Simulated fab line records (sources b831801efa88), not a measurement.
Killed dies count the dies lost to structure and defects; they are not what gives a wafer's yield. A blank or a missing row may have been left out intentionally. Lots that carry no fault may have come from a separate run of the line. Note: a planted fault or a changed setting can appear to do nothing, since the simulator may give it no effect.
Matching of chambers :: flow sky130 :: 4 sister chambers for SKY_VIA3_CMP_02 on cmp-01
The step polishes SiO2. 18 wafers are shown with their chamber, then 9 later ones without.

## WAFERS WITH THEIR CHAMBER
wafer: L773.4
chamber: 3
motor current A (A): 13.5

wafer: L773.5
chamber: 0
motor current A (A): 10.9

wafer: L773.6
chamber: 1
motor current A (A): 12.4

wafer: L774.1
chamber: 3
motor current A (A): 12.7

wafer: L774.4
chamber: 0
motor current A (A): 10.7

wafer: L774.6
chamber: 0
motor current A (A): 11.1

wafer: L777.1
chamber: 1
motor current A (A): 11.9

wafer: L777.2
chamber: 3
motor current A (A): 12.7

wafer: L777.3
chamber: 0
motor current A (A): 10.5

wafer: L781.1
chamber: 0
motor current A (A): 10.5

wafer: L781.4
chamber: 3
motor current A (A): 12.9

wafer: L781.6
chamber: 0
motor current A (A): 11.1

wafer: L787.4
chamber: 0
motor current A (A): 10.3

wafer: L787.5
chamber: 2
motor current A (A): 10.7

wafer: L787.6
chamber: 1
motor current A (A): 12.1

wafer: L788.3
chamber: 3
motor current A (A): 13.1

wafer: L788.4
chamber: 0
motor current A (A): 10.5

wafer: L788.5
chamber: 3
motor current A (A): 13.8

SIGNATURES, as means of the wafers listed above
reading: motor current A
chamber 0: 10.700
chamber 1: 12.133
chamber 2: 10.700
chamber 3: 13.117
scatter within a chamber: 0.356
Rule: a wafer's distance from a chamber is the root of the sum, over the readings, of the square of ((its reading less the chamber's mean) divided by the reading's scatter). The wafer belongs to the nearest chamber; if the next one is less than 2 further off, it can't be placed. The scatter is the square root of a quotient: the sum, over the shown wafers, of each reading's squared deviation from its chamber's mean, divided by wafers minus chambers.

## WAFERS WITH NO CHAMBER GIVEN
wafer: L789.1
motor current A (A): 12.4

wafer: L789.2
motor current A (A): 12.4

wafer: L789.4
motor current A (A): 9.8

wafer: L792.1
motor current A (A): 12.9

wafer: L792.2
motor current A (A): 10.4

wafer: L792.5
motor current A (A): 12.8

wafer: L795.1
motor current A (A): 12.0

wafer: L795.2
motor current A (A): 13.3

wafer: L795.4
motor current A (A): 10.7

## WHICH CHAMBER EACH WENT THROUGH
wafer: L789.1
from the rows above: can't be placed: 1 or 3
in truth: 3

wafer: L789.2
from the rows above: can't be placed: 1 or 3
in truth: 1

wafer: L789.4
from the rows above: can't be placed: 0 or 2
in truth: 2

wafer: L792.1
from the rows above: can't be placed: 3 or 1
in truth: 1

wafer: L792.2
from the rows above: can't be placed: 0 or 2
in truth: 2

wafer: L792.5
from the rows above: can't be placed: 3 or 1
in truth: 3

wafer: L795.1
from the rows above: 1
in truth: 1

wafer: L795.2
from the rows above: 3
in truth: 3

wafer: L795.4
from the rows above: can't be placed: 0 or 2
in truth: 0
2 of 9 placed correctly. Not placeable from these rows: 7 (in 7, the candidates include the true chamber). Number placed wrongly: 0.
